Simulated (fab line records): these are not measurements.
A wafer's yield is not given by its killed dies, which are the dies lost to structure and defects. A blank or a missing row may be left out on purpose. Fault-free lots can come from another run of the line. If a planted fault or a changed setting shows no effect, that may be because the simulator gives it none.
Which tool did it? :: flow sky130 :: 13 lots, 39 wafers sampled, at 2 steps of a route of 708

WHAT EACH GAUGE READ, for each wafer
SKY_CAPM_THK_MEAS_01.
lot: L764
measured: day 35 20:45
on: film_metro-01
CAPM_CVD_00_THK (nm): 15.49 15.77 15.74

lot: L765
measured: day 36 11:11
on: film_metro-01
CAPM_CVD_00_THK (nm): 15.27 15.49 15.75

lot: L766
measured: day 36 21:08
on: film_metro-03
CAPM_CVD_00_THK (nm): 15.49 15.70 15.88

lot: L767
measured: day 37 09:01
on: film_metro-04
CAPM_CVD_00_THK (nm): 15.23 15.09 15.26

lot: L768
measured: day 37 17:43
on: film_metro-01
CAPM_CVD_00_THK (nm): 15.51 15.79 15.53

lot: L771
measured: day 38 11:54
on: film_metro-04
CAPM_CVD_00_THK (nm): 15.09 15.18 15.28

lot: L772
measured: day 38 19:43
on: film_metro-04
CAPM_CVD_00_THK (nm): 15.35 15.39 15.33

lot: L777
measured: day 40 09:46
on: film_metro-04
CAPM_CVD_00_THK (nm): 15.12 15.32 15.65

lot: L778
measured: day 40 20:20
on: film_metro-04
CAPM_CVD_00_THK (nm): 15.00 15.54 15.37

lot: L779
measured: day 41 05:44
on: film_metro-03
CAPM_CVD_00_THK (nm): 15.31 15.29 15.65

lot: L783
measured: day 42 01:59
on: film_metro-04
CAPM_CVD_00_THK (nm): 15.24 15.65 15.20

lot: L785
measured: day 42 14:23
on: film_metro-03
CAPM_CVD_00_THK (nm): 15.38 15.37 15.45

lot: L786
measured: day 43 01:02
on: film_metro-04
CAPM_CVD_00_THK (nm): 15.15 15.32 15.53

SKY_CAPM_THK_MEAS_04: measures by xrf.
lot: L764
measured: day 35 21:02
on: film_metro-01
CAPM_TIN_THK (nm): 196 205 201

lot: L765
measured: day 36 11:28
on: film_metro-03
CAPM_TIN_THK (nm): 200 193 200

lot: L766
measured: day 36 21:26
on: film_metro-01
CAPM_TIN_THK (nm): 200 195 198

lot: L767
measured: day 37 09:19
on: film_metro-03
CAPM_TIN_THK (nm): 191 201 196

lot: L768
measured: day 37 18:00
on: film_metro-03
CAPM_TIN_THK (nm): 201 200 200

lot: L771
measured: day 38 12:11
on: film_metro-03
CAPM_TIN_THK (nm): 196 191 199

lot: L772
measured: day 38 20:00
on: film_metro-03
CAPM_TIN_THK (nm): 196 197 195

lot: L777
measured: day 40 10:04
on: film_metro-01
CAPM_TIN_THK (nm): 193 200 201

lot: L778
measured: day 40 20:38
on: film_metro-01
CAPM_TIN_THK (nm): 197 195 201

lot: L779
measured: day 41 06:01
on: film_metro-01
CAPM_TIN_THK (nm): 199 203 199

lot: L783
measured: day 42 02:16
on: film_metro-01
CAPM_TIN_THK (nm): 205 202 206

lot: L785
measured: day 42 14:40
on: film_metro-01
CAPM_TIN_THK (nm): 199 192 196

lot: L786
measured: day 43 01:19
on: film_metro-03
CAPM_TIN_THK (nm): 194 194 195

EACH LOT AND THE TOOL THAT RAN IT (in order: tool; ch and the chambers of the sampled wafers; start)
The record holds no process step before these readings.

WHAT THE TOOLS THEMSELVES READ (means of the sampled wafers that have a number; where no wafer has one, the mark that the record gives instead)
The record holds no such reading with a usual standard deviation.

THE ANSWER, worked out from the rows above alone
Rule: the usual values come from the lots themselves. Put in order of their means at a reading, lots are off if they are a third of the lots or fewer, leave a main group of 4 or more, and stand apart from it by a gap of 3 or more times the standard deviation of the main group's means; of several such gaps the widest counts. A main group whose means are all the same, to the digits that the tables above print for the reading, isn't used. A lot without any number at a reading at which 4 lots or more have one is off too. The other lots that the step has rows for count as sound. After the gauges, taken in route order, come the tools' own readings; for these a lot's mean is taken, as printed above. At the first step where some lot is off, the reading lying furthest off is the one used; lots without a number count as furthest.
No lot is off on any of the readings shown, so nothing can be concluded from this.

WHAT HAD BEEN PUT IN BY THE SIMULATOR
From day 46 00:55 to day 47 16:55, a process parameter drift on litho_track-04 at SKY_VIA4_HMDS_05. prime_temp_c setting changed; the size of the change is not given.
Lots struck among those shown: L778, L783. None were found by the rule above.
